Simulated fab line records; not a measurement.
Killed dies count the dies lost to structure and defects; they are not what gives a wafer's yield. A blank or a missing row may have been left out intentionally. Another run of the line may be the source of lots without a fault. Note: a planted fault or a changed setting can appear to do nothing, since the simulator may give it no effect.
A lot that was struck, set against a sound lot :: flow sky130 :: 18 out of 708 route steps
Sound: wafers L647.2, L647.3, L647.6. The struck wafers were L662.2, L662.5, L662.6. The cause is given at the end.
At each step with rows: each side's tool, then ch and its chambers, then its first start. Under that, the readings that differ: sound wafers :: struck wafers :: difference of the means :: sigmas: that difference in standard deviations of wafers without a fault.
alike: a reading whose means differ by less than 2 such deviations, as well as words and numbers matching on both sides. not compared: withheld readings; readings where some wafer has no value; bounds like >300 that might hide an equal value; numbers whose values overlap and for which the record gives no deviation.
The two part at a step that has a row with sigmas, a row that says differs or no value, or rows on one side only. Numbers that have no deviation but don't overlap get no sigmas and don't part them. A reading that every wafer of one side lacks parts them only if that side has two wafers or more.

SKY_CONTACT_CMP_04: polishes SiO2.
  sound on cmp-02 ch 0,2,3, day 32 11:29; struck on cmp-02 ch 0,3, day 37 03:19
  alike: motor_current_A, retaining_ring_pressure_frac, time_to_endpoint_s
SKY_CONTACT_BOW_MEAS_05:
  sound on film_metro-01, day 32 11:43; struck on film_metro-03, day 37 03:38
  alike: CONTACT_BOW
then, 8 steps without rows for these wafers: SKY_CONTACT_DEHYDRATE_06 (time 60 s); SKY_CONTACT_HMDS_07 (prime time 60 s); SKY_CONTACT_COAT_08 (resist thk 60 nm); SKY_CONTACT_COAT_09 (resist thk 450 nm); SKY_CONTACT_SOFTBAKE_10 (time 90 s); SKY_CONTACT_EXPOSE_11 (exposes mask CTM1, target cd 170 nm); SKY_CONTACT_PEB_12; SKY_CONTACT_DEVELOP_13 (develop time 60 s).
SKY_CONTACT_CD_MEAS_14 targets a cd of 170 nm.
  sound on cd_sem-01, day 33 13:31; struck on cd_sem-02, day 38 06:10
reading: cd_nm (nm)
sound: 168.8 168.2 167.7
struck: 173.3 173.1 173.4
difference: +5.0
sigmas: +3
SKY_CONTACT_OVL_MEAS_15:
  sound on overlay-01, day 33 13:37; struck on overlay-02, day 38 06:16
  alike: CONTACT_OVL
SKY_CONTACT_ETCH_16: etches BARC in N2/H2, stops on SiO2, time 45.9 s, target depth 60 nm.
  sound on rie_diel-04 ch 1,2, day 33 13:38; struck on rie_diel-04 ch 1,2, day 38 06:18
  no value came back on the struck wafers for any of 7 readings (bias_w (W), chamber_pressure_mTorr (mTorr) and others); on the sound wafers bias_w (W) reads 100.0 99.9 99.9
reading: model.KrF-thick_of_CONTACT_COAT_09.thk_nm (nm)
sound: 393.9 394.9 395.9
struck: 435.6 436.2 434.7
difference: +40.6
sigmas: 
  not compared: rf_hours_counter_h
SKY_CONTACT_ETCH_17: etches SiO2 in C4F8/O2/Ar, stops on Si3N4, target depth 340 nm.
  sound on rie_diel-04 ch 1,2, day 33 13:41; struck on rie_diel-04 ch 1,2, day 38 06:20
reading: oes_product_au (a.u.)
sound: 0.899 0.886 0.889
struck: 0.372 0.372 0.374
difference: -0.519
sigmas: -98
  alike: bias_w, chamber_pressure_mTorr
SKY_CONTACT_ETCH_18: etches Si3N4 in CHF3/O2, stops on TiN, time 39 s, target depth 75 nm.
  sound: rie_diel-04 ch 1,2; struck: rie_diel-04 ch 1,2
reading: oes_product_au (a.u.)
sound: 0.860 0.854 0.850
struck: 0.378 0.383 0.377
difference: -0.475
sigmas: -64

reading: throttle_valve_pct (%)
sound: 8.788 8.788 8.785
struck: 8.670 8.678 8.661
difference: -0.117
sigmas: -12

reading: model.KrF-thick_of_CONTACT_COAT_09.thk_nm (nm)
sound: 245.9 245 246.8
struck: 287.2 287.8 283.1
difference: +40.1
sigmas: 
  alike: O2_flow_sccm, bias_w, drypump_motor_current_A
  not compared: rf_hours_counter_h
SKY_CONTACT_STRIP_19: strips in O2/N2.
  sound on plasma_asher-02 ch 0,1, day 33 13:47; struck on plasma_asher-04 ch 0,1, day 38 06:26
reading: oes_product_au (a.u.)
sound: 0.382 0.377 0.383
struck: 0.394 0.402 0.401
difference: +0.018
sigmas: +4

reading: strip_time_to_endpoint_s (s)
sound: 3.655 3.640 3.671
struck: 4.092 4.094 4.035
difference: +0.418
sigmas: +19
  alike: drypump_motor_current_A, n2_flow_sccm
  not compared: rf_hours_counter_h
then, 1 step without rows for these wafers: SKY_CONTACT_STRIP_20 (strips in post etch residue remover, time 1200 s).
-- the record jumps here: 12 days lie between the struck wafers' starts before and after (it left off in module CONTACT and takes up again in module PAD_OPEN, whose first step shown is number 708 of the route) --
SKY_PAD_OPEN_PROBE_99:
  rows exist in the record for the struck wafers here (prober-02, day 50 12:10), but not for the sound ones

## WHERE THEY PART
First at SKY_CONTACT_CD_MEAS_14; last, within this record, at SKY_PAD_OPEN_PROBE_99.

WHY: what had been put in by the simulator
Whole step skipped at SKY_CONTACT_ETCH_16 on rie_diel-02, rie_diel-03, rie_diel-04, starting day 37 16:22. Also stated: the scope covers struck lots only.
